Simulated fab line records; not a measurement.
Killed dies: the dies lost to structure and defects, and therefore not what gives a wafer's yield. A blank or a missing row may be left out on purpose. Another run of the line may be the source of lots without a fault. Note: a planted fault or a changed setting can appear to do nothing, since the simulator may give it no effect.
8D (eight disciplines) problem report, filled in by code | flow gf180mcu | the parts of the form that need people (team, actions taken, sign-off) are left out

## 1. PROBLEM STATEMENT
At GF_V4_CMP_04, time-to-endpoint-s averages 24 s over 3 wafers from 2 lots, while fault-free wafers read 84 s, standard deviation 5.3. Relative to the usual mean, that is a shift of -11 standard deviations.
The step: polishes SiO2.
Seen first at day 28 23:23 on cmp-01, wafer L939.1. At this step, 42 wafers from 14 lots have a number in the record. Rule for "out", or "out of limits": more than 4 standard deviations from the usual mean. The other wafers with a number count as sound.

## 2. WHAT IT IS AND WHAT IT IS NOT
question                    | is                     | is not
which readings at this step | time-to-endpoint-s     | motor-current-A
which lots                  | L939, L940             | L922, L923, L924, L925, L926, L929, L930, L931, L932, L933, L934, L942
which wafers of those lots  | L939.1, L939.6, L940.5 | L939.2, L940.2, L940.4
read on which tools         | cmp-01                 | cmp-02
when                        | from day 28 23:23      | up to then (34 sound wafers); but 5 sound wafers of L940, L942 came after

## 3. THE SUSPECTS, EACH WITH WHAT RULES IT OUT
Counting: a tool at a process step up to the reading stays a suspect if it ran every lot that is out. Sound lots after the first of them don't rule it out here, since some wafers of a struck lot are sound.
- cmp-01 at GF_V4_CMP_04 (polishes SiO2): kept. It processed each lot that is out (first: L939, day 28 23:23); up to then, its last sound lot is L934 (day 27 17:28). Its own readings are out on those wafers: time-to-endpoint-s.
After counting, what remains is cmp-01 at GF_V4_CMP_04.

## 4. THE CAUSE (what the simulator had put in)
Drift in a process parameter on cmp-01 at GF_V4_CMP_04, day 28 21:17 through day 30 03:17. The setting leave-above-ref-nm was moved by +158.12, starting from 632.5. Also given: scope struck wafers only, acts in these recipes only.
Only this tool survived the counting.

## 5. THE CHAIN OF EFFECTS, in route order
One row per reading whose mean, taken over the struck wafers that have a number, lies over 3 standard deviations from the usual. Scope: only readings with a usual standard deviation given in the record; hours: median across lots of the time from each lot's start at the first step in this table that gives one to its start at this step; sigmas: change in usual standard deviations.
hours | step          | reading            | usual      | on struck wafers | change | sigmas
0     | GF_V4_CMP_04  | time-to-endpoint-s | 84 s       | 24               | -60    | -11
-     | GF_V4_ETCH_17 | oes-product-au     | 0.856 a.u. | 0.975            | +0.119 | +28
The process steps in it:
- GF_V4_CMP_04: polishes SiO2.
- GF_V4_ETCH_17: etches SiO2 in C4F8/O2/Ar, stops on TiN, target depth 630 nm.

## 6. WHAT WOULD HAVE CAUGHT IT SOONER
2 hours passed between the start of the fault at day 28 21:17 and the first reading out of limits in this record, taken at day 28 23:23.
